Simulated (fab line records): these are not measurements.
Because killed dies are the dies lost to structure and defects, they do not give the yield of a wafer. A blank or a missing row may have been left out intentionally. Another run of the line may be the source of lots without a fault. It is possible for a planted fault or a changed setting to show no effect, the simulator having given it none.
fab line records    flow sfq-line
[record] lots = 7  wafers = 20  last-day = 92
route steps=325 shown M1@62 I1@73 M2@88
lots untouched by any fault: they come from a run of this same line in which no faults occurred
start-h: the number of hours between the record's first day and the start of the first shown wafer of the lot    wait-h: time in hours since the lot's previous step    " the same as in the row above    L1.1+2: several wafers, shown together as one row    - no value present, or no start provided    * or withheld: withheld    < > ~ a bound
route shown NAME@n: names a module that has steps shown in the file, with the first one's number in the route    usual: mean/standard deviation taken from wafers without a fault    same: alike in all rows    chamber/n: place in a boat    sites: each site's reading    _std_site: their standard deviation    _edge_site: outer sites' mean less inner sites'    radius-mm: for every site, how far away it sits from the centre of the wafer    mask NAME#n: copy n    behind: the most recent tool/chamber to have shaped the wafer    hold: the reason the lot was held/the length of the hold in hours/how it ended    device: transistor that didn't switch, given as n, p or np    end of line: the tests these same wafers got at the end of their route    a step given without rows: its recipe and nothing more    killed: dies that structure and defects cost at the first sort, which is not the same as the wafer's yield    map: per-die view of a wafer (x killed, . not killed, _ where there is no die)
set.NAME: the setting the step ran with; set.NAME@STEP: the setting that earlier step ran with    model.NAME: the simulator's own value behind a step, which no gauge read
lots at some steps of the route; a table a step, a row a wafer
services: from which hour (start-h, from the record's first day; less than 0 if before it) a tool's chamber was out of use, for how many hours, and why
[[steps]]
[step SFQ_TRILAYER_M1_LITHO_COAT_044]
[recipe] resist = BARC  spin-rpm = 3000  resist-thk-nm = 62
[step SFQ_TRILAYER_M1_LITHO_COAT_039]
[recipe] resist = KrF  spin-rpm = 3000  resist-thk-nm = 600
[step SFQ_TRILAYER_M1_LITHO_SOFTBAKE_043]
[recipe] temp-c = withheld  time-s = withheld  resist = KrF
[step SFQ_TRILAYER_M1_LITHO_EXPOSE_040]
[recipe] mask-id = M1  na = 0.6  source-shape = conventional  sigma-outer = 0.65  target-cd-nm = 500  dose-mj = 14.4
[step SFQ_TRILAYER_M1_LITHO_PEB_042]
[recipe] peb-temp-c = 115  peb-time-s = 60  resist = KrF
[step SFQ_TRILAYER_M1_LITHO_DEVELOP_041]
[recipe] time-s = 60  resist = KrF
[step SFQ_M1_OVL_MEAS_911]
[usual] M1_OVL = 0/5
lot.wafer  tool        chamber  start-h  wait-h  M1_OVL[nm]
L333.2     overlay-01  -        527.08   0.1     2
L333.4     "           -        "        "       -3
L333.5     "           -        "        "       2
L336.1     overlay-01  -        546.27   0.1     -3
L336.2     "           -        "        "       4
L336.5     "           -        "        "       2
L341.2     overlay-01  -        601.85   0.1     10
L341.5     "           -        "        "       5
L341.6     "           -        "        "       3
L342.1     overlay-02  -        608.49   0.1     5
L342.2     "           -        "        "       5
L342.6     "           -        "        "       6
L343.1     overlay-02  -        615.81   0.1     6
L343.2     "           -        "        "       10
L344.1     overlay-01  -        617.01   0.1     3
L344.4     "           -        "        "       -9
L344.5     "           -        "        "       -2
L353.2     overlay-02  -        633.94   0.1     -10
L353.4     "           -        "        "       -8
L353.5     "           -        "        "       -12
[step SFQ_TRILAYER_M1_BARC_OPEN_METAL_ETCH_054]
[recipe] mask-material = PR  chemistry = O2  target-depth-nm = 125  target = BARC  icp-w = 600  bias-w = 80  pressure-mtorr = 10  time-s = 41.7
[usual] bias-w = 80.04/0.25  drypump-motor-current-A = 6.1/0.49  oes-product-au = 0.685/0.0052
lot.wafer  tool          chamber  start-h  wait-h  bias-w  drypump-motor-current-A  oes-product-au  rf-hours-counter-h
L333.2     rie-metal-04  0        527.11   0.0     79.97   6.4                      0.682           82
L333.4     "             0        "        "       80.19   6.4                      0.684           -
L333.5     "             0        "        "       80.45   6.4                      0.684           -
L336.1     rie-metal-04  1        546.31   0.0     80.38   5.2                      0.688           77
L336.2     "             0        "        "       79.68   6.4                      0.685           84
L336.5     "             1        "        "       80.12   5.1                      0.684           -
L341.2     rie-metal-02  0        601.88   0.0     80.14   6.2                      0.686           122
L341.5     "             1        "        "       80.06   5.9                      0.674           -
L341.6     "             0        "        "       80.04   6.3                      0.689           -
L342.1     rie-metal-04  0        608.52   0.0     80.28   6.4                      0.681           93
L342.2     "             1        "        "       80.30   5.2                      0.682           86
L342.6     "             1        "        "       80.26   5.2                      0.688           -
L343.1     rie-metal-04  1        615.85   0.0     80.46   5.2                      0.681           87
L343.2     "             0        "        "       80.33   6.4                      0.695           94
L344.1     rie-metal-03  1        617.05   0.0     79.71   5.7                      0.685           87
L344.4     "             0        "        "       80.21   6.6                      0.693           -
L344.5     "             1        "        "       80.20   5.7                      0.689           -
L353.2     rie-metal-02  0        633.97   0.0     79.87   6.3                      0.678           127
L353.4     "             1        "        "       80.00   5.9                      0.682           -
L353.5     "             1        "        "       79.71   5.9                      0.681           -
[step SFQ_TRILAYER_M1_ETCH_METAL_ETCH_042]
[recipe] target = Nb  stop-on = SiO2  mask-material = PR  chemistry = Cl2/Ar  target-depth-nm = 240  icp-w = 600  bias-w = 80  pressure-mtorr = 10  time-s = 120
[step SFQ_TRILAYER_M1_STRIP_STRIP_043]
[recipe] gas = O2  power-w = 200  platen-temp-c = 40  overash-fraction = 0.65  chemistry = O2  pressure-mtorr = 50
[usual] drypump-motor-current-A = 6.1/0.49  oes-product-au = 1.000/0.008
lot.wafer  tool          chamber  start-h  wait-h  drypump-motor-current-A  oes-product-au  rf-hours-counter-h
L333.2     rie-metal-04  0        527.29   0.1     6.4                      1.011           82
L333.4     "             0        "        "       6.4                      0.995           -
L333.5     "             0        "        "       6.4                      1.003           -
L336.1     rie-metal-04  1        546.49   0.1     5.1                      1.003           77
L336.2     "             0        "        "       6.4                      0.988           85
L336.5     "             1        "        "       5.2                      1.019           -
L341.2     rie-metal-02  0        602.06   0.1     6.3                      0.998           122
L341.5     "             1        "        "       5.9                      1.007           -
L341.6     "             0        "        "       6.2                      0.988           -
L342.1     rie-metal-04  0        608.71   0.1     6.4                      0.999           94
L342.2     "             1        "        "       5.1                      1.003           86
L342.6     "             1        "        "       5.1                      0.997           -
L343.1     rie-metal-04  1        616.03   0.1     5.2                      0.993           87
L343.2     "             0        "        "       6.4                      1.000           94
L344.1     rie-metal-03  1        617.23   0.1     5.7                      0.997           88
L344.4     "             0        "        "       6.6                      0.994           -
L344.5     "             1        "        "       5.7                      0.997           -
L353.2     rie-metal-02  0        634.16   0.1     6.2                      1.012           127
L353.4     "             1        "        "       5.9                      1.008           -
L353.5     "             1        "        "       5.9                      1.009           -
[step SFQ_TRILAYER_M1_STRIP_SOLV_CLEAN_044]
[recipe] chemistry = NMP  temp-c = 70  time-s = 600
[step SFQ_TRILAYER_I1_DEP_PECVD_045]
[recipe] material = SiO2  temp-c = 150  time-s = 111.11  pressure-torr = 2.4  rf-w = 183.3  precursor = SiH4/N2O  target-thk-nm = 500
[usual] heater-power-w = 76/14  throttle-valve-pct = 25.0/1.7
lot.wafer  tool      chamber  start-h  wait-h  heater-power-w  throttle-valve-pct
L333.2     pecvd-04  0        528.06   0.0     52              26.6
L333.4     "         1        "        "       66              26.1
L333.5     "         2        "        "       91              24.5
L336.1     pecvd-04  1        547.26   0.0     58              25.9
L336.2     "         2        "        "       85              24.2
L336.5     "         1        "        "       60              25.8
L341.2     pecvd-02  0        602.84   0.0     62              26.1
L341.5     "         0        "        "       62              26.1
L341.6     "         2        "        "       78              27.3
L342.1     pecvd-04  1        609.48   0.0     67              24.0
L342.2     "         2        "        "       81              22.6
L342.6     "         2        "        "       85              22.4
L343.1     pecvd-01  0        616.81   0.0     102             25.1
L343.2     "         1        "        "       90              25.6
L344.1     pecvd-04  1        618.01   0.0     69              23.6
L344.4     "         0        "        "       66              22.1
L344.5     "         1        "        "       71              23.8
L353.2     pecvd-02  2        634.93   0.0     74              27.6
L353.4     "         1        "        "       82              24.5
L353.5     "         2        "        "       75              27.6
[step SFQ_TRILAYER_I1_CMP_CMP_046]
[recipe] material = SiO2  down-force-psi = 3  platen-rpm = 60  pad-velocity-m-s = 0.94248
[usual] motor-current-A = 10.4/1.4  time-to-endpoint-s = 215/7.7
lot.wafer  tool    chamber  start-h  wait-h  motor-current-A  time-to-endpoint-s  model.SiO2_of_TRILAYER_I1_DEP_PECVD_045.thk-nm
L333.4     cmp-02  3        532.84   4.7     10.5             207                 198.5
L333.2     "       0        "        "       9.1              207                 199.8
L333.5     "       2        534.34   6.2     10.2             215                 199.1
L336.1     cmp-02  1        547.34   0.0     12.7             218                 200.1
L336.2     "       2        "        "       10.3             211                 201.1
L336.5     "       2        549.84   2.5     10.4             208                 200.4
L341.2     cmp-02  1        610.28   7.4     14.4             217                 215.2
L341.5     "       2        "        "       10.0             214                 214.3
L341.6     "       3        "        "       9.6              215                 199.1
L342.2     cmp-02  0        612.78   3.3     8.9              204                 213.6
L342.1     "       1        "        "       13.3             214                 201.6
L342.6     "       3        614.28   4.7     10.4             212                 199.8
L343.2     cmp-02  2        616.89   0.0     10.0             203                 214.8
L343.1     "       3        "        "       10.3             208                 199.9
L344.1     cmp-01  2        618.09   0.0     9.7              208                 199.4
L344.4     "       3        "        "       9.6              205                 197.3
L344.5     "       2        620.09   2.0     9.7              207                 200.8
L353.4     cmp-01  2        639.09   4.1     9.8              228                 199.3
L353.2     "       1        640.59   5.6     10.6             221                 200.8
L353.5     "       2        "        "       9.8              223                 199.5
[step SFQ_I1_BOW_MEAS_912]
[recipe] mode = bow
[usual] I1_BOW = 2/7.4
lot.wafer  tool           chamber  start-h  wait-h  I1_BOW[um]
L333.2     film-metro-01  -        535.36   1.5     1
L333.4     "              -        "        "       -10
L333.5     "              -        "        "       4
L336.1     film-metro-02  -        550.34   2.5     4
L336.2     "              -        "        "       18
L336.5     "              -        "        "       5
L341.2     film-metro-04  -        611.80   1.0     -5
L341.5     "              -        "        "       5
L341.6     "              -        "        "       4
L342.1     film-metro-04  -        614.78   1.0     -11
L342.2     "              -        "        "       1
L342.6     "              -        "        "       -1
L343.1     film-metro-02  -        619.89   2.0     8
L343.2     "              -        "        "       8
L344.1     film-metro-04  -        621.09   2.5     3
L344.4     "              -        "        "       -5
L344.5     "              -        "        "       -4
L353.2     film-metro-04  -        642.11   1.0     6
L353.4     "              -        "        "       20
L353.5     "              -        "        "       0
[step SFQ_TRILAYER_I1_METRO_MEASURE_047]
[usual] thk-nm = 199.8/1.1
lot.wafer  tool           chamber  start-h  wait-h  thk-nm
L333.2     film-metro-01  -        535.66   0.3     199.8
L333.4     "              -        "        "       198.6
L333.5     "              -        "        "       199.0
L336.1     film-metro-02  -        550.46   0.1     200.2
L336.2     "              -        "        "       201.0
L336.5     "              -        "        "       200.5
L341.2     film-metro-04  -        612.10   0.3     215.2
L341.5     "              -        "        "       214.1
L341.6     "              -        "        "       199.1
L342.1     film-metro-04  -        614.90   0.1     201.6
L342.2     "              -        "        "       213.6
L342.6     "              -        "        "       199.8
L343.1     film-metro-02  -        620.01   0.1     199.9
L343.2     "              -        "        "       214.7
L344.1     film-metro-04  -        621.21   0.1     199.4
L344.4     "              -        "        "       197.1
L344.5     "              -        "        "       200.9
L353.2     film-metro-04  -        642.41   0.3     200.9
L353.4     "              -        "        "       199.4
L353.5     "              -        "        "       199.4
[step SFQ_TRILAYER_I1_VIA_LITHO_COAT_054]
[recipe] resist = BARC  spin-rpm = 3000  resist-thk-nm = 62
[step SFQ_TRILAYER_I1_VIA_LITHO_COAT_049]
[recipe] resist = KrF  spin-rpm = 3000  resist-thk-nm = 650
[step SFQ_TRILAYER_I1_VIA_LITHO_SOFTBAKE_053]
[recipe] temp-c = withheld  time-s = withheld  resist = KrF
[step SFQ_TRILAYER_I1_VIA_LITHO_EXPOSE_050]
[recipe] mask-id = I1  na = 0.6  source-shape = conventional  sigma-outer = 0.65  target-cd-nm = 500  dose-mj = 21.3
[step SFQ_TRILAYER_I1_VIA_LITHO_PEB_052]
[recipe] peb-temp-c = 115  peb-time-s = 60  resist = KrF
[step SFQ_TRILAYER_I1_VIA_LITHO_DEVELOP_051]
[recipe] time-s = 60  resist = KrF
[step SFQ_I1_OVL_MEAS_913]
[usual] I1_OVL = -2/6.3
lot.wafer  tool        chamber  start-h  wait-h  I1_OVL[nm]
L333.2     overlay-01  -        695.39   0.1     1
L333.4     "           -        "        "       1
L333.5     "           -        "        "       6
L336.1     overlay-01  -        712.19   0.1     -3
L336.2     "           -        "        "       6
L336.5     "           -        "        "       -2
L341.2     overlay-01  -        771.34   0.1     1
L341.5     "           -        "        "       1
L341.6     "           -        "        "       -5
L342.1     overlay-01  -        777.46   0.1     -5
L342.2     "           -        "        "       -2
L342.6     "           -        "        "       0
L343.1     overlay-02  -        779.86   0.1     5
L343.2     "           -        "        "       7
L344.1     overlay-01  -        781.06   0.1     -14
L344.4     "           -        "        "       -5
L344.5     "           -        "        "       -7
L353.2     overlay-01  -        799.19   0.1     -2
L353.4     "           -        "        "       -6
L353.5     "           -        "        "       -7
[step SFQ_TRILAYER_I1_VIA_BARC_OPEN_VIA_ETCH_071]
[recipe] mask-material = PR  chemistry = O2  target-depth-nm = 125  target = BARC  source-w = 500  bias-w = 80  pressure-mtorr = 30  time-s = 41.7
[usual] bias-w = 79.97/0.23  drypump-motor-current-A = 5.7/0.53  oes-product-au = 0.686/0.0053
lot.wafer  tool         chamber  start-h  wait-h  bias-w  drypump-motor-current-A  oes-product-au  rf-hours-counter-h
L333.2     rie-diel-04  0        695.42   0.0     79.99   5.7                      0.698           27
L333.4     "            3        "        "       79.86   6.0                      0.681           61
L333.5     "            3        "        "       80.25   6.1                      0.680           -
L336.1     rie-diel-01  3        712.22   0.0     80.13   5.3                      0.687           19
L336.2     "            0        "        "       80.03   5.7                      0.687           6
L336.5     "            2        "        "       80.21   6.8                      0.688           -
L341.2     rie-diel-04  2        771.37   0.0     80.13   5.3                      0.682           3
L341.5     "            0        "        "       79.68   5.7                      0.686           -
L341.6     "            3        "        "       79.73   6.1                      0.687           -
L342.1     rie-diel-04  1        777.50   0.0     79.57   5.4                      0.685           16
L342.2     "            2        "        "       80.05   5.3                      0.677           3
L342.6     "            3        "        "       80.20   6.0                      0.688           -
L343.1     rie-diel-03  1        779.90   0.0     80.05   5.0                      0.681           24
L343.2     "            2        "        "       79.80   5.8                      0.685           25
L344.1     rie-diel-04  1        781.10   0.0     80.11   5.4                      0.692           16
L344.4     "            2        "        "       79.64   5.3                      0.687           3
L344.5     "            0        "        "       79.57   5.7                      0.689           -
L353.2     rie-diel-04  2        799.22   0.0     80.06   5.3                      0.681           3
L353.4     "            1        "        "       80.07   5.4                      0.682           -
L353.5     "            2        "        "       80.30   5.3                      0.689           -
[step SFQ_TRILAYER_I1_VIA_ETCH_VIA_ETCH_052]
[recipe] target = SiO2  stop-on = Nb  mask-material = PR  taper-deg = 20  chemistry = CHF3  target-depth-nm = 260  source-w = 500  bias-w = 80  pressure-mtorr = 30  time-s = withheld
[usual] bias-w = 80.02/0.24  drypump-motor-current-A = 5.7/0.53  oes-product-au = 0.854/0.005
lot.wafer  tool         chamber  start-h  wait-h  bias-w  drypump-motor-current-A  oes-product-au  model.I1.feature-depth-nm  model.etch.depth-nm
L333.2     rie-diel-04  0        695.46   0.0     80.43   5.7                      0.850           199.8                      199.8
L333.4     "            3        "        "       80.09   6.0                      0.850           198.5                      198.5
L333.5     "            3        "        "       80.01   6.1                      0.862           199.1                      199.1
L336.1     rie-diel-01  3        712.26   0.0     79.92   5.3                      0.855           200.1                      200.1
L336.2     "            0        "        "       79.87   5.7                      0.853           201.1                      201.1
L336.5     "            2        "        "       80.20   6.8                      0.858           200.4                      200.4
L341.2     rie-diel-04  2        771.41   0.0     80.12   5.3                      0.890           215.2                      215.2
L341.5     "            0        "        "       79.89   5.7                      0.887           214.3                      214.3
L341.6     "            3        "        "       80.13   6.1                      0.856           199.1                      199.1
L342.1     rie-diel-04  1        777.54   0.0     80.30   5.3                      0.855           201.6                      201.6
L342.2     "            2        "        "       79.74   5.3                      0.888           213.6                      213.6
L342.6     "            3        "        "       80.19   6.1                      0.850           199.8                      199.8
L343.1     rie-diel-03  1        779.94   0.0     80.29   5.0                      0.856           199.9                      199.9
L343.2     "            2        "        "       79.79   5.8                      0.885           214.8                      214.8
L344.1     rie-diel-04  1        781.14   0.0     79.84   5.4                      0.857           199.4                      199.4
L344.4     "            2        "        "       79.75   5.3                      0.845           197.3                      197.3
L344.5     "            0        "        "       80.01   5.7                      0.861           200.8                      200.8
L353.2     rie-diel-04  2        799.26   0.0     80.23   5.3                      0.861           200.8                      200.8
L353.4     "            1        "        "       80.31   5.4                      0.850           199.3                      199.3
L353.5     "            2        "        "       80.38   5.3                      0.867           199.5                      199.5
[step SFQ_TRILAYER_I1_VIA_STRIP_STRIP_053]
[recipe] gas = O2  power-w = 200  platen-temp-c = 40  overash-fraction = 0.65  chemistry = O2  pressure-mtorr = 50
[step SFQ_TRILAYER_I1_VIA_STRIP_SOLV_CLEAN_054]
[recipe] chemistry = NMP  temp-c = 70  time-s = 600
[step SFQ_TRILAYER_M2_DEP_PRE_CLEAN_056]
[recipe] gas = Ar  time-s = 22.5  bias-v = 250
lot.wafer  tool            chamber  start-h  wait-h  model.SiO2_of_TRILAYER_I1_DEP_PECVD_045.thk-nm
L333.2     pvd-sputter-06  -        696.37   0.0     192.3
L333.4     "               -        "        "       191
L333.5     "               -        "        "       191.6
L336.1     pvd-sputter-03  -        713.15   0.0     192.6
L336.2     "               -        "        "       193.6
L336.5     "               -        "        "       192.9
L341.2     pvd-sputter-05  -        772.30   0.0     207.7
L341.5     "               -        "        "       206.8
L341.6     "               -        "        "       191.6
L342.1     pvd-sputter-05  -        778.43   0.0     194.1
L342.2     "               -        "        "       206.1
L342.6     "               -        "        "       192.3
L343.1     pvd-sputter-06  -        780.83   0.0     192.4
L343.2     "               -        "        "       207.3
L344.1     pvd-sputter-05  -        782.03   0.0     191.9
L344.4     "               -        "        "       189.8
L344.5     "               -        "        "       193.3
L353.2     pvd-sputter-05  -        800.17   0.0     193.3
L353.4     "               -        "        "       191.8
L353.5     "               -        "        "       192
[step SFQ_TRILAYER_M2_DEP_SPUTTER_055]
[recipe] material = Nb  base-pressure-pa = 1.33e-06  chamber-pressure-pa = 0.1333  substrate-temp-c = 20  resputter-cathode-voltage-v = 400  target-thk-nm = 200  power-w = 2000  time-s = 133.3
[usual] base-pressure-pa = 1.32e-06/1.1e-07  resputter-cathode-voltage-v = 400/4  throttle-valve-pct = 29.6/0.57
lot.wafer  tool            chamber  start-h  wait-h  base-pressure-pa  resputter-cathode-voltage-v  throttle-valve-pct
L333.2     pvd-sputter-06  -        696.40   0.0     1.25e-06          396                          29.5
L333.4     "               -        "        "       1.24e-06          404                          28.4
L333.5     "               -        "        "       1.28e-06          401                          29.7
L336.1     pvd-sputter-03  -        713.18   0.0     1.55e-06          397                          30.7
L336.2     "               -        "        "       1.33e-06          408                          29.0
L336.5     "               -        "        "       1.49e-06          405                          29.1
L341.2     pvd-sputter-05  -        772.33   0.0     1.25e-06          403                          30.4
L341.5     "               -        "        "       1.31e-06          406                          29.5
L341.6     "               -        "        "       1.16e-06          403                          28.5
L342.1     pvd-sputter-05  -        778.45   0.0     1.54e-06          403                          30.2
L342.2     "               -        "        "       1.3e-06           398                          28.7
L342.6     "               -        "        "       1.3e-06           394                          29.5
L343.1     pvd-sputter-06  -        780.85   0.0     1.23e-06          395                          29.9
L343.2     "               -        "        "       1.42e-06          396                          28.3
L344.1     pvd-sputter-05  -        782.05   0.0     1.07e-06          404                          28.8
L344.4     "               -        "        "       1.3e-06           404                          29.4
L344.5     "               -        "        "       1.39e-06          397                          29.2
L353.2     pvd-sputter-05  -        800.20   0.0     1.39e-06          406                          29.7
L353.4     "               -        "        "       1.35e-06          401                          28.4
L353.5     "               -        "        "       1.34e-06          403                          29.6
[[services]]
tool            chamber  start-h  hours  kind
rie-diel-04     -        508.44   0.1    repair
rie-metal-02    1        523.75   10.2   repair
film-metro-04   -        554.59   2.7    repair
pecvd-04        -        562.01   1.3    repair
pecvd-04        -        563.75   14.0   pm
rie-diel-04     -        563.90   14.6   pm
rie-metal-02    0        567.94   16.1   repair
rie-metal-02    -        578.56   2.8    pm
pvd-sputter-05  -        597.26   3.6    repair
cmp-02          -        604.73   1.0    repair
rie-diel-04     3        608.99   12.6   repair
rie-diel-04     -        609.61   2.8    pm
cmp-02          -        625.14   4.2    repair
rie-metal-02    1        625.76   4.1    repair
rie-metal-04    0        638.15   20.5   repair
film-metro-04   -        644.45   1.9    pm
cmp-02          -        664.93   2.6    repair
rie-metal-04    -        673.22   1.6    repair
cmp-02          -        703.06   4.6    pm
pvd-sputter-05  -        738.34   2.2    repair
cmp-02          -        742.96   1.5    repair
rie-diel-04     0        747.62   3.1    repair
cmp-02          -        751.19   4.0    pm
rie-diel-04     3        787.09   19.4   repair
[[key]]
[first-sign] step = SFQ_TRILAYER_I1_METRO_MEASURE_047  reading = thk-nm  direction = up  sigmas = 14  usual = 199.8  struck = 214.4
[effect] step = SFQ_TRILAYER_I1_VIA_ETCH_VIA_ETCH_052  reading = oes-product-au  direction = up  sigmas = 6.7  usual = 0.854  struck = 0.887
[model-effect] step = SFQ_TRILAYER_I1_CMP_CMP_046  value = SiO2_of_TRILAYER_I1_DEP_PECVD_045.thk-nm  without = 199.5  struck = 214.5
[model-effect] step = SFQ_TRILAYER_I1_VIA_ETCH_VIA_ETCH_052  value = I1.feature-depth-nm  without = 199.5  struck = 214.5
[model-effect] step = SFQ_TRILAYER_M2_DEP_PRE_CLEAN_056  value = SiO2_of_TRILAYER_I1_DEP_PECVD_045.thk-nm  without = 192  struck = 207
met-at SFQ_TRILAYER_I1_CMP_CMP_046
struck-wafers L341.2,L341.5,L342.2,L343.2
onset-between 547.34 610.28
[fault] kind = process-parameter-drift  tool = cmp-02  chamber = -  onset-h = 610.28  steps = SFQ_TRILAYER_I1_CMP_CMP_046  channel = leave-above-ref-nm  offset = 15  shape = step  end-h = 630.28  scope = struck-wafers-only  acts-in = these-recipes-only  stated = 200
